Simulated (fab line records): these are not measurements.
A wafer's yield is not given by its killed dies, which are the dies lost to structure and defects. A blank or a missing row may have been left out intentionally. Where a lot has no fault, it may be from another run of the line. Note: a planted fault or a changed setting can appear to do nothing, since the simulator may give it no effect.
fab line records | flow sky130
record lots=7 wafers=21 last-day=50
route steps=708 shown VIA2@516 PAD_OPEN@708
lots that met no fault: taken from a fault-free run of the same line
start-h: hours from the record's first day to the start of the lot's first wafer shown | wait-h: how many hours have passed since the lot's step before this one | " identical to the entry in the row above | L1.1+2: several wafers, shown together as one row | - no value, or no start was given | * or withheld: withheld | < > ~ a bound
route shown NAME@n: a module of which the file shows steps, and the number in the route of the first | usual: the fault-free wafers' mean and standard deviation | same: alike in all rows | chamber/n: place in a boat | sites: the reading at each site | _std_site: standard deviation across them | _edge_site: the outer-site mean with the inner-site mean subtracted | radius-mm: for every site, how far away it sits from the centre of the wafer | mask NAME#n: copy n | behind: the tool/chamber that last shaped the wafer | hold: the reason the lot was held/the length of the hold in hours/how it ended | device: the transistor (n, p or np) that didn't switch | end of line: at the end of the route, the tests of the same wafers | a step without rows: its recipe alone | killed: dies lost to structure and defects at the first sort, not the wafer's yield | map: a wafer's dies, x killed, . not, _ none there
set.NAME: the run value of the setting; set.NAME@STEP: its run value at that earlier step | model.NAME: the simulator's own value behind a step, which no gauge read
lots seen at some steps along the route; tables by step, rows by wafer
services: when a tool's chamber went out of use (start-h, in hours from the record's first day, below 0 if earlier), for how many hours, and the reason
## steps
# step SKY_VIA2_EXPOSE_09
# recipe mask-id=VIM2 na=0.8 source-shape=annular sigma-inner=0.55 sigma-outer=0.85 target-cd-nm=200 dose-mj=38
# step SKY_VIA2_PEB_10
# recipe peb-temp-c=withheld peb-time-s=withheld resist=KrF-thick
# step SKY_VIA2_DEVELOP_11
# recipe develop-time-s=60 resist=KrF-thick dev-temp-c=21
# step SKY_VIA2_CD_MEAS_12
# recipe target-cd-nm=200
# usual cd-nm=199.6/1.6
# columns lot.wafer tool chamber start-h wait-h cd-nm
L741.3 cd-sem-02 - 895.44 - 198.0
L741.5 " - " " 197.4
L741.6 " - " " 198.6
L749.2 cd-sem-01 - 936.07 - 197.2
L749.4 " - " " 196.9
L749.6 " - " " 196.9
L750.2 cd-sem-01 - 945.61 - 201.6
L750.4 " - " " 200.7
L750.6 " - " " 199.7
L752.1 cd-sem-01 - 953.20 - 197.0
L752.4 " - " " 196.8
L752.5 " - " " 195.8
L753.4 cd-sem-02 - 962.40 - 200.3
L753.5 " - " " 199.5
L753.6 " - " " 200.4
L754.3 cd-sem-01 - 975.98 - 197.9
L754.4 " - " " 198.1
L754.5 " - " " 198.0
L760.2 cd-sem-01 - 1008.47 - 199.9
L760.5 " - " " 199.4
L760.6 " - " " 199.9
# step SKY_VIA2_OVL_MEAS_13
# usual VIA2_OVL=0/5.6
# columns lot.wafer tool chamber start-h wait-h VIA2_OVL[nm]
L741.3 overlay-01 - 895.54 0.1 -5
L741.5 " - " " 2
L741.6 " - " " -1
L749.2 overlay-02 - 936.17 0.1 13
L749.4 " - " " 6
L749.6 " - " " 0
L750.2 overlay-01 - 945.72 0.1 3
L750.4 " - " " -1
L750.6 " - " " 7
L752.1 overlay-01 - 953.32 0.1 6
L752.4 " - " " 1
L752.5 " - " " -1
L753.4 overlay-01 - 962.48 0.1 -1
L753.5 " - " " -4
L753.6 " - " " -7
L754.3 overlay-02 - 976.08 0.1 2
L754.4 " - " " -3
L754.5 " - " " -8
L760.2 overlay-02 - 1008.58 0.1 5
L760.5 " - " " 11
L760.6 " - " " -2
# step SKY_VIA2_ETCH_14
# recipe chemistry=N2/H2 target=BARC ion-energy-ev=200 source-w=513.9 bias-w=100 pressure-mtorr=30 n2-flow-sccm=100 h2-flow-sccm=200 stop-on=SiO2 time-s=45.9 target-depth-a=600
# usual bias-w=100.0/0.32 drypump-motor-current-A=5.8/0.42 n2-flow-sccm=100.0/0.33 oes-product-au=0.854/0.0046 throttle-valve-pct=13.226/0.0086
# columns lot.wafer tool chamber start-h wait-h bias-w drypump-motor-current-A n2-flow-sccm oes-product-au rf-hours-counter-h throttle-valve-pct
L741.3 rie-diel-02 1 895.56 0.0 99.9 6.5 100.2 0.866 11 13.226
L741.5 " 2 " " 100.4 5.3 99.5 0.859 - 13.211
L741.6 " 1 " " 100.0 6.5 100.1 0.860 - 13.225
L749.2 rie-diel-02 2 936.20 0.0 99.6 5.3 100.6 0.846 18 13.242
L749.4 " 0 " " 100.1 5.8 100.6 0.852 20 13.208
L749.6 " 1 " " 100.4 6.5 100.2 0.850 - 13.211
L750.2 rie-diel-02 0 945.75 0.0 100.2 5.8 100.0 0.857 21 13.236
L750.4 " 1 " " 99.5 6.5 100.1 0.856 - 13.219
L750.6 " 3 " " 100.0 5.7 100.8 0.855 - 13.233
L752.1 rie-diel-02 3 953.36 0.0 100.4 5.7 100.1 0.863 9 13.220
L752.4 " 0 " " 100.2 5.8 100.2 0.855 21 13.222
L752.5 " 2 " " 100.0 5.3 100.0 0.849 - 13.219
L753.4 rie-diel-04 2 962.50 0.0 99.9 6.2 99.8 0.846 6 13.224
L753.5 " 1 " " 100.3 5.4 100.0 0.862 - 13.212
L753.6 " 2 " " 100.1 6.2 100.2 0.845 - 13.228
L754.3 rie-diel-02 2 976.10 0.0 100.5 5.3 100.3 0.858 19 13.221
L754.4 " 1 " " 100.1 6.5 99.9 0.849 13 13.222
L754.5 " 0 " " 100.3 5.8 100.0 0.854 - 13.220
L760.2 rie-diel-04 1 1008.61 0.0 100.0 5.4 100.4 0.858 23 13.217
L760.5 " 3 " " 99.9 6.0 99.7 0.856 - 13.227
L760.6 " 2 " " 99.8 6.2 99.9 0.860 - 13.229
# step SKY_VIA2_ETCH_15
# recipe target=SiO2 chemistry=C4F8/O2/Ar target-depth-nm=546 stop-on=TiN mask-material=KrF-thick source-w=1500 bias-w=1200 pressure-mtorr=40 c4f8-flow-sccm=withheld O2_flow_sccm=6 Ar_flow_sccm=300 time-s=84
# usual bias-w=1200/3.8 oes-product-au=0.940/0.0051
# columns lot.wafer tool chamber start-h wait-h bias-w oes-product-au rf-hours-counter-h
L741.3 rie-diel-02 1 895.60 0.0 1198 0.936 11
L741.5 " 2 " " 1207 0.929 -
L741.6 " 1 " " 1202 0.943 -
L749.2 rie-diel-02 2 936.25 0.0 1200 0.941 18
L749.4 " 0 " " 1202 0.944 21
L749.6 " 1 " " 1198 0.936 -
L750.2 rie-diel-02 0 945.79 0.0 1192 0.934 21
L750.4 " 1 " " 1196 0.933 -
L750.6 " 3 " " 1200 0.938 -
L752.1 rie-diel-02 3 953.40 0.0 1198 0.940 9
L752.4 " 0 " " 1203 0.936 21
L752.5 " 2 " " 1197 0.940 -
L753.4 rie-diel-04 2 962.54 0.0 1202 0.936 6
L753.5 " 1 " " 1198 0.946 -
L753.6 " 2 " " 1200 0.935 -
L754.3 rie-diel-02 2 976.14 0.0 1203 0.931 19
L754.4 " 1 " " 1200 0.932 13
L754.5 " 0 " " 1202 0.946 -
L760.2 rie-diel-04 1 1008.65 0.0 1198 0.935 23
L760.5 " 3 " " 1208 0.943 -
L760.6 " 2 " " 1197 0.941 -
# step SKY_VIA2_STRIP_16
# recipe chemistry=O2/N2 power-w=1400 pressure-mtorr=1500 platen-temp-c=withheld o2-flow-sccm=3000 n2-flow-sccm=300 overash-fraction=0.5
# usual drypump-motor-current-A=6.1/0.44 n2-flow-sccm=300.0/0.98 oes-product-au=0.399/0.0051 strip-time-to-endpoint-s=4.053/0.029
# columns lot.wafer tool chamber start-h wait-h drypump-motor-current-A n2-flow-sccm oes-product-au rf-hours-counter-h strip-time-to-endpoint-s
L741.3 plasma-asher-02 1 895.70 0.1 6.0 297.9 0.402 - 4.026
L741.5 " 0 " " 5.4 300.9 0.396 - 4.076
L741.6 " 1 " " 6.0 298.3 0.393 - 4.045
L749.2 plasma-asher-01 0 936.31 0.0 5.7 300.6 0.408 49 4.066
L749.4 " 1 " " 6.3 299.4 0.402 - 4.049
L749.6 " 1 " " 6.3 299.5 0.403 - 4.054
L750.2 plasma-asher-01 0 945.86 0.0 5.7 300.1 0.390 50 4.024
L750.4 " 0 " " 5.7 297.7 0.402 - 4.051
L750.6 " 1 " " 6.3 300.5 0.404 - 4.044
L752.1 plasma-asher-01 0 953.47 0.0 5.7 300.0 0.395 51 4.033
L752.4 " 0 " " 5.7 299.3 0.392 - 4.039
L752.5 " 0 " " 5.7 298.3 0.399 - 4.067
L753.4 plasma-asher-04 1 962.64 0.1 6.8 301.3 0.395 - 4.071
L753.5 " 1 " " 6.8 301.1 0.399 - 4.057
L753.6 " 0 " " 6.3 300.3 0.397 - 4.009
L754.3 plasma-asher-01 1 976.24 0.1 6.3 301.6 0.399 - 4.084
L754.4 " 0 " " 5.7 299.9 0.399 - 4.048
L754.5 " 0 " " 5.7 300.2 0.404 - 4.010
L760.2 plasma-asher-01 0 1008.72 0.0 5.7 300.0 0.401 56 4.044
L760.5 " 1 " " 6.3 300.3 0.389 - 4.056
L760.6 " 0 " " 5.7 300.5 0.403 - 4.048
# step SKY_VIA2_STRIP_17
# recipe chemistry=post-etch-residue-remover time-s=1200 temp-c=72.5
# step SKY_VIA2_CLEAN_18
# recipe chemistry=IPA time-s=180 temp-c=25
# step SKY_VIA2_CLEAN_19
# recipe chemistry=O3/DIW dry=n2-spin
# step SKY_VIA2_SPUTTER_20
# recipe material=TiN target-thk-nm=20 chamber-pressure-pa=5 power-w=4000 time-s=80
# usual chamber-pressure-pa=5.002/0.011 throttle-valve-pct=30.1/1
# columns lot.wafer tool chamber start-h wait-h chamber-pressure-pa throttle-valve-pct
L741.3 pvd-sputter-02 - 896.29 0.0 4.981 30.8
L741.5 " - " " 4.995 31.1
L741.6 " - " " 5.007 29.3
L749.2 pvd-sputter-01 - 936.91 0.0 4.981 30.4
L749.4 " - " " 5.003 31.1
L749.6 " - " " 4.977 29.6
L750.2 pvd-sputter-03 - 946.45 0.0 5.000 31.8
L750.4 " - " " 5.005 29.3
L750.6 " - " " 4.998 29.8
L752.1 pvd-sputter-02 - 954.09 0.0 4.996 29.3
L752.4 " - " " 4.998 31.2
L752.5 " - " " 4.997 29.4
L753.4 pvd-sputter-02 - 963.23 0.0 4.994 29.6
L753.5 " - " " 5.025 31.1
L753.6 " - " " 4.997 30.8
L754.3 pvd-sputter-02 - 976.80 0.0 4.996 29.3
L754.4 " - " " 5.005 29.4
L754.5 " - " " 5.026 29.1
L760.2 pvd-sputter-03 - 1009.32 0.0 5.001 29.4
L760.5 " - " " 4.996 28.2
L760.6 " - " " 4.997 29.9
# step SKY_VIA2_CVD_21
# recipe material=W target-thk-nm=420 time-s=126.4 temp-c=400 pressure-torr=40
# usual chamber-pressure-Torr=40.01/0.09 heater-power-w=824/40
# columns lot.wafer tool chamber start-h wait-h chamber-pressure-Torr heater-power-w model.W_of_VIA2_CVD_21.thk-nm
L741.3 cvd-w-02 0 896.39 0.1 40.04 896 425.1
L741.5 " 1 " " 39.93 814 422.9
L741.6 " 0 " " 39.99 909 420
L749.2 cvd-w-01 1 936.97 0.0 40.00 831 412.4
L749.4 " 1 " " 40.01 823 412.3
L749.6 " 0 " " 40.15 883 414.1
L750.2 cvd-w-02 1 946.51 0.0 40.03 771 420.4
L750.4 " 0 " " 39.93 809 420.9
L750.6 " 1 " " 39.99 787 424.9
L752.1 cvd-w-02 0 954.15 0.0 45.43 840 451.3
L752.4 " 0 " " 45.39 824 451.7
L752.5 " 1 " " 39.96 767 424.3
L753.4 cvd-w-02 0 963.33 0.1 45.44 835 452.9
L753.5 " 0 " " 45.45 794 452.7
L753.6 " 1 " " 40.03 792 422.6
L754.3 cvd-w-02 0 976.91 0.1 45.22 823 448.7
L754.4 " 1 " " 39.90 763 424.1
L754.5 " 1 " " 39.90 778 421.2
L760.2 cvd-w-01 1 1009.42 0.1 39.86 836 419.7
L760.5 " 1 " " 39.96 832 416.9
L760.6 " 1 " " 39.83 839 419.9
# step SKY_VIA2_RS_MEAS_22
# recipe thk-meas-gauge=four-point-probe reads=W_of_VIA2_CVD_21+TiN_of_VIA2_SPUTTER_20
# usual VIA2_W_RS=0.2723/0.0028
# columns lot.wafer tool chamber start-h wait-h VIA2_W_RS[ohm/sq]
L741.3 film-metro-01 - 896.52 0.1 0.2691
L741.5 " - " " 0.2708
L741.6 " - " " 0.2726
L749.2 film-metro-01 - 937.12 0.1 0.2778
L749.4 " - " " 0.2781
L749.6 " - " " 0.2774
L750.2 film-metro-01 - 946.66 0.1 0.2723
L750.4 " - " " 0.2722
L750.6 " - " " 0.2698
L752.1 film-metro-04 - 954.28 0.1 0.2535
L752.4 " - " " 0.2529
L752.5 " - " " 0.2696
L753.4 film-metro-03 - 963.48 0.1 0.2519
L753.5 " - " " 0.2524
L753.6 " - " " 0.2702
L754.3 film-metro-04 - 977.03 0.1 0.2547
L754.4 " - " " 0.2693
L754.5 " - " " 0.2715
L760.2 film-metro-04 - 1009.66 0.2 0.2723
L760.5 " - " " 0.2743
L760.6 " - " " 0.2718
# step SKY_VIA2_THK_MEAS_23
# recipe thk-meas-gauge=xrf reads=W_of_VIA2_CVD_21
# usual VIA2_W_THK=431/9.3
# columns lot.wafer tool chamber start-h wait-h VIA2_W_THK[nm]
L741.3 film-metro-01 - 896.62 0.1 424
L741.5 " - " " 423
L741.6 " - " " 422
L749.2 film-metro-01 - 937.23 0.1 420
L749.4 " - " " 419
L749.6 " - " " 421
L750.2 film-metro-01 - 946.77 0.1 429
L750.4 " - " " 428
L750.6 " - " " 431
L752.1 film-metro-04 - 954.40 0.1 464
L752.4 " - " " 462
L752.5 " - " " 437
L753.4 film-metro-03 - 963.57 0.1 448
L753.5 " - " " 451
L753.6 " - " " 424
L754.3 film-metro-04 - 977.13 0.1 473
L754.4 " - " " 448
L754.5 " - " " 444
L760.2 film-metro-04 - 1009.77 0.1 442
L760.5 " - " " 440
L760.6 " - " " 444
# step SKY_VIA2_CMP_24
# recipe stop-on=SiO2 t-overpolish-s=20 down-force-psi=3.5 platen-rpm=60 target-thk-nm=0 pad-velocity-m-s=0.94248
# usual head-pressure-psi=3.499/0.0073 motor-current-A=11.0/0.76
# columns lot.wafer tool chamber start-h wait-h head-pressure-psi motor-current-A
L741.3 cmp-02 0 896.66 0.0 3.508 11.1
L741.5 " 0 " " 3.511 11.1
L741.6 " 1 " " 3.505 11.5
L749.2 cmp-01 0 937.28 0.0 3.498 10.5
L749.4 " 1 " " 3.492 9.8
L749.6 " 1 " " 3.501 10.1
L750.4 cmp-02 0 946.82 0.0 3.488 11.2
L750.2 " 2 " " 3.492 10.2
L750.6 " 0 " " 3.507 10.8
L752.1 cmp-01 3 954.46 0.1 3.500 9.4
L752.4 " 0 " " 3.495 11.6
L752.5 " 3 " " 3.517 9.0
L753.4 cmp-01 3 963.70 0.1 3.508 9.9
L753.5 " 1 " " 3.497 10.0
L753.6 " 2 " " 3.490 11.4
L754.3 cmp-02 1 977.36 0.2 3.503 11.0
L754.4 " 2 " " 3.487 10.9
L754.5 " 1 " " 3.500 11.0
L760.2 cmp-02 1 1009.87 0.1 3.509 11.8
L760.6 " 0 " " 3.500 10.5
L760.5 " 1 " " 3.506 11.5
# step SKY_PAD_OPEN_PROBE_99
# usual defect-limited-yield=82.2/1.9 killed_at_M0_to_M3=44/6.7 killed_at_M4_up=3.1/1.8 killed-at-contacts=24/5.1 killed-at-front-end=16/4.7 killed-at-other=0.3/0.59 killed-dies=88/9.6 killed-open=48/7.3 killed-short=39/6.5 sort_bin_3_pad_short=0.9/0.43 sort_bin_5_function=10.6/1.6 sort_bin_6_memory=6.3/1.1 sort-n-pass=404/9.6 sort-yield-pct=82.2/1.9
# same gross-dies=492 killed-at-back-side=0 sort_bin_4_leakage[%]=0 sort_bin_8_speed[%]=0
# columns lot.wafer tool chamber start-h wait-h defect-limited-yield[%] killed_at_M0_to_M3 killed_at_M4_up killed-at-contacts killed-at-front-end killed-at-other killed-dies killed-open killed-short sort_bin_3_pad_short[%] sort_bin_5_function[%] sort_bin_6_memory[%] sort-n-pass sort-yield-pct[%]
L741.3 prober-01 - 1115.24 0.2 79.9 43 2 33 21 0 99 50 49 1.0 12.6 6.5 393 79.9
L741.5 prober-01 - 1115.34 0.2 84.3 33 3 24 17 0 77 35 42 0.6 9.6 5.5 415 84.3
L741.6 prober-01 - 1115.39 0.2 83.3 30 6 29 17 0 82 37 45 1.4 9.1 6.1 410 83.3
L749.2 prober-02 - 1148.21 0.1 81.3 39 5 26 22 0 92 52 40 1.4 11.4 5.9 400 81.3
L749.4 prober-02 - 1148.31 0.2 83.7 37 5 25 13 0 80 45 35 0.6 9.8 5.9 412 83.7
L749.6 prober-02 - 1148.41 0.2 84.6 38 3 22 12 1 76 48 28 0.8 8.5 6.1 416 84.6
L752.1 prober-01 - 1159.91 0.1 82.7 41 2 26 16 0 85 48 36 1.0 9.3 6.9 407 82.7
L752.4 prober-01 - 1160.06 0.2 82.3 51 5 22 9 0 87 46 41 1.0 10.6 6.1 405 82.3
L752.5 prober-01 - 1160.11 0.2 82.1 47 2 25 14 0 88 47 40 2.0 9.8 6.1 404 82.1
L753.4 prober-02 - 1164.67 0.2 83.7 42 1 19 17 1 80 30 49 2.2 9.3 4.7 412 83.7
L753.5 prober-02 - 1164.72 0.2 83.7 45 1 19 14 1 80 41 38 0.8 7.9 7.5 412 83.7
L753.6 prober-02 - 1164.77 0.2 85.0 32 5 14 22 1 74 39 34 1.0 8.5 5.5 418 85.0
L754.3 prober-01 - 1176.33 0.2 82.7 50 2 22 11 0 85 48 36 1.2 9.8 6.3 407 82.7
L754.4 prober-01 - 1176.38 0.2 83.5 56 5 11 9 0 81 50 30 0.8 8.9 6.7 411 83.5
L754.5 prober-01 - 1176.43 0.2 80.7 49 4 27 15 0 95 48 47 1.2 10.2 7.9 397 80.7
# killed by level:class
L741.3 CONTACT:geometric-particle:open=14 VIA1:geometric-particle:open=9 FIELD_ISO:geometric-particle:short=7 CONTACT:geometric-particle:short=7 FIELD_ISO:geometric-particle:open=6 VIA3:geometric-particle:open=5 VIA2:geometric-particle:short=5 METAL3:geometric-particle:short=5
L741.5 CONTACT:geometric-particle:open=9 VIA1:geometric-particle:open=7 METAL1:geometric-particle:short=6 POLY_GATE:geometric-particle:short=5 LOCAL_INTERCONNECT:geometric-particle:short=5 VIA3:geometric-particle:open=5 FIELD_ISO:geometric-particle:open=4 SPACER:geometric-particle:short=4
L741.6 CONTACT:geometric-particle:short=10 CONTACT:geometric-particle:open=10 VIA1:geometric-particle:open=7 POLY_GATE:geometric-particle:open=6 METAL1:geometric-particle:short=6 LOCAL_INTERCONNECT:geometric-particle:short=5 METAL2:geometric-particle:short=5 FIELD_ISO:geometric-particle:short=4
L749.2 CONTACT:geometric-particle:open=11 LI_CONTACT:geometric-particle:open=8 VIA1:geometric-particle:open=8 VIA1:geometric-particle:short=6 VIA2:geometric-particle:open=6 FIELD_ISO:geometric-particle:open=5 POLY_GATE:geometric-particle:short=5 VIA3:geometric-particle:open=5
L749.4 LI_CONTACT:geometric-particle:open=8 METAL2:geometric-particle:short=7 VIA3:geometric-particle:open=7 CONTACT:geometric-particle:open=5 VIA1:geometric-particle:open=5 VIA2:geometric-particle:open=5 FIELD_ISO:geometric-particle:open=4 CONTACT:geometric-particle:short=4
L749.6 CONTACT:geometric-particle:open=14 VIA2:geometric-particle:open=8 VIA1:geometric-particle:open=6 VIA3:geometric-particle:open=5 POLY_GATE:geometric-particle:open=4 VIA1:geometric-particle:short=4 FIELD_ISO:geometric-particle:open=3 SONOS_ONO:geometric-particle:short=3
L752.1 CONTACT:geometric-particle:open=12 VIA1:geometric-particle:short=10 VIA1:geometric-particle:open=9 VIA2:geometric-particle:open=8 LOCAL_INTERCONNECT:geometric-particle:short=7 METAL1:geometric-particle:short=6 FIELD_ISO:geometric-particle:short=5 LI_CONTACT:geometric-particle:open=4
L752.4 VIA1:geometric-particle:open=15 CONTACT:geometric-particle:open=8 VIA2:geometric-particle:open=7 METAL2:geometric-particle:short=6 POLY_GATE:geometric-particle:short=5 VIA3:geometric-particle:short=5 METAL4:geometric-particle:short=5 LI_CONTACT:geometric-particle:open=4
L752.5 VIA2:geometric-particle:open=10 METAL1:geometric-particle:short=10 CONTACT:geometric-particle:open=8 VIA1:geometric-particle:open=8 LI_CONTACT:geometric-particle:open=6 METAL2:geometric-particle:short=6 CONTACT:geometric-particle:short=5 VIA1:geometric-particle:short=4
L753.4 VIA2:geometric-particle:short=8 CONTACT:geometric-particle:short=6 CONTACT:geometric-particle:open=6 METAL2:geometric-particle:short=6 VIA1:geometric-particle:short=5 VIA1:geometric-particle:open=5 SONOS_ONO:geometric-particle:short=4 METAL1:geometric-particle:short=4
L753.5 LI_CONTACT:geometric-particle:open=7 METAL1:geometric-particle:open=6 VIA1:geometric-particle:open=6 CONTACT:geometric-particle:open=5 SPACER:geometric-particle:short=5 METAL1:geometric-particle:short=5 VIA1:geometric-particle:short=5 VIA2:geometric-particle:open=5
L753.6 FIELD_ISO:geometric-particle:open=7 VIA1:geometric-particle:open=7 FIELD_ISO:geometric-particle:short=6 CONTACT:geometric-particle:open=6 VIA1:geometric-particle:short=5 VIA3:geometric-particle:open=5 VIA2:geometric-particle:open=5 VIA3:geometric-particle:short=4
L754.3 VIA1:geometric-particle:open=13 CONTACT:geometric-particle:open=10 METAL2:geometric-particle:short=8 METAL1:geometric-particle:short=7 VIA3:geometric-particle:open=6 FIELD_ISO:geometric-particle:open=5 LOCAL_INTERCONNECT:geometric-particle:short=4 VIA1:geometric-particle:short=4
L754.4 VIA1:geometric-particle:open=17 VIA3:geometric-particle:open=9 METAL1:geometric-particle:short=6 VIA3:geometric-particle:short=5 VIA2:geometric-particle:open=4 LI_CONTACT:geometric-particle:open=4 CONTACT:geometric-particle:open=4 METAL1:geometric-particle:open=4
L754.5 VIA1:geometric-particle:open=14 VIA3:geometric-particle:open=8 FIELD_ISO:geometric-particle:short=7 METAL1:geometric-particle:short=6 LI_CONTACT:geometric-particle:short=5 LI_CONTACT:geometric-particle:open=5 LOCAL_INTERCONNECT:geometric-particle:short=5 CONTACT:geometric-particle:open=5
## services
# columns tool chamber start-h hours kind
rie-diel-04 1 881.91 5.6 repair
pvd-sputter-03 - 883.22 1.0 repair
plasma-asher-02 - 901.22 9.8 repair
cvd-w-02 - 904.00 14.0 pm
cmp-01 - 912.37 4.0 pm
cvd-w-01 - 913.74 1.1 repair
cvd-w-02 - 918.00 6.9 pm
rie-diel-04 1 919.56 11.2 repair
cvd-w-01 - 924.97 4.3 pm
plasma-asher-02 - 927.28 3.5 repair
cvd-w-02 0 928.69 6.3 repair
pvd-sputter-03 - 939.55 3.3 repair
rie-diel-02 2 941.32 6.2 repair
rie-diel-04 2 941.64 5.4 repair
cmp-01 - 943.71 1.0 repair
plasma-asher-02 - 943.75 1.8 repair
cmp-01 - 947.10 3.8 repair
cmp-02 - 951.06 21.4 pm
rie-diel-02 3 967.10 8.3 repair
plasma-asher-04 - 972.61 2.8 pm
cvd-w-02 - 981.45 2.8 pm
cmp-02 - 990.19 1.6 repair
cvd-w-01 0 1003.38 18.7 repair
pvd-sputter-02 - 1008.85 1.6 repair
## key
first-sign step=SKY_VIA2_CVD_21 reading=chamber-pressure-Torr direction=up sigmas=60 usual=40.01 struck=45.39
effect step=SKY_VIA2_RS_MEAS_22 reading=VIA2_W_RS direction=down sigmas=6.9 usual=0.2723 struck=0.2531
effect step=SKY_VIA2_THK_MEAS_23 reading=VIA2_W_THK direction=up sigmas=3.1 usual=431 struck=460
model-effect step=SKY_VIA2_CVD_21 value=W_of_VIA2_CVD_21.thk-nm without=424.2 struck=451.5
met-at SKY_VIA2_CVD_21
struck-wafers L752.1,L752.4,L753.4,L753.5,L754.3
onset-between 946.51 954.15
fault kind=process-parameter-drift tool=cvd-w-02 chamber=0 onset-h=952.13 steps=SKY_VIA2_CVD_21 channel=pressure-torr offset=5.411 shape=step acts-in=these-recipes-only stated=40
